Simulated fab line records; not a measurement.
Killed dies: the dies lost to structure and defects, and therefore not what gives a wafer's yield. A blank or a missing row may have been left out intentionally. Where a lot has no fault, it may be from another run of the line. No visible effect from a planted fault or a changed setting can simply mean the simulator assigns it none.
Lot-split experiment ; flow sky130 ; route with 708 steps; 5 lots, 23 wafers read

== THE SPLIT ==
At SKY_RES_XHIGH_IMPLANT_07, the setting energy_kev was moved away from the recipe's 20 on 9 of the 23 wafers read, by -4.6% to +4.6%. This setting was run at the recipe's value on the other wafers.

== FROM THE SPLIT TO THE READING: what the file shows between them, 1 step ==
- SKY_RES_XHIGH_STRIP_08: strips in O2/N2

== THE READING ==
RES_XHIGH_TW, at SKY_RES_XHIGH_TW_MEAS_09. A value of 1656 with a standard deviation of 8 is what fault-free wafers of this fab line usually give.

wafer;tool, chamber at the split;energy_kev as run;against the recipe;RES_XHIGH_TW;against lot-mates on the recipe
L077.1;implanter-02, 0;19.58;-2.1%;1647;-11
L077.2;implanter-02, 0;20;recipe;1651;-
L077.3;implanter-02, 0;20;recipe;1665;-
L077.5;implanter-02, 0;20;recipe;1659;-
L077.6;implanter-02, 0;19.58;-2.1%;1653;-5
L080.2;implanter-04, 0;20;recipe;1658;-
L080.4;implanter-04, 0;20;recipe;1657;-
L080.5;implanter-04, 0;20;recipe;1654;-
L082.1;implanter-04, 0;20;recipe;1660;-
L082.3;implanter-04, 0;20.93;+4.6%;1687;+26
L082.4;implanter-04, 0;20.93;+4.6%;1684;+24
L082.5;implanter-04, 0;20.93;+4.6%;1675;+14
L082.6;implanter-04, 0;20;recipe;1661;-
L084.1;implanter-04, 0;20;recipe;1649;-
L084.2;implanter-04, 0;20;recipe;1646;-
L084.3;implanter-04, 0;20.63;+3.1%;1668;+21
L084.5;implanter-04, 0;20.63;+3.1%;1664;+17
L084.6;implanter-04, 0;20;recipe;1646;-
L085.1;implanter-02, 0;20;recipe;1652;-
L085.2;implanter-02, 0;19.07;-4.6%;1627;-22
L085.3;implanter-02, 0;20;recipe;1651;-
L085.4;implanter-02, 0;20;recipe;1644;-
L085.5;implanter-02, 0;19.07;-4.6%;1630;-19

THE FIT
A straight line over all 23 wafers: RES_XHIGH_TW changes by +5.24 for each +1% of energy_kev; r = +0.91; the points scatter about the line by 6.2.
The same after taking each lot's own level away (the mean of its wafers on the recipe; 23 wafers): +4.69 for each +1%; r = +0.95; scatter 3.8.
According to that fit, moving energy_kev by its largest amount changes the reading by 22.
The span of the lots' own levels, 1647.0 to 1660.5, comes to 1.7 times the standard deviation stated above.
So the lot-to-lot level changes the slope: the two fits differ.
Check: with one of the wafers moved furthest among these (+4.6%) left out of the fit, the line predicts +21.4 for it against its lot-mates. Against them it came out at +26.5.

== THE OTHER SPLITS THESE WAFERS WENT THROUGH ==
Other splits were also applied to these wafers ahead of the reading. Each is held against what the fit with the lots' levels taken away leaves over:
other split on the same wafers;wafers away from the commonest value;r with RES_XHIGH_TW (lot level and that fit taken away)
SKY_SD_P_IMPLANT_09 dose_cm2;7;-0.27

== THE WHOLE CHAIN: every reading that the file lists as answering this split, in the file's order ==
step;what it does;reading;change (the file's fit);r (the file's)
SKY_RES_XHIGH_IMPLANT_07;;implant.rp_nm (the simulator's own value, which no gauge read);+0.139 nm for each +1% of the setting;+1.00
SKY_RES_XHIGH_IMPLANT_07;;implant.drp_nm (the simulator's own value, which no gauge read);+0.0684 nm for each +1% of the setting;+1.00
SKY_RES_XHIGH_TW_MEAS_09;;RES_XHIGH_TW;+4.79 for each +1% of the setting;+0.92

== FILE'S OWN FIT ==
RES_XHIGH_TW changes by +4.79 for each +1% of energy_kev, r = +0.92.
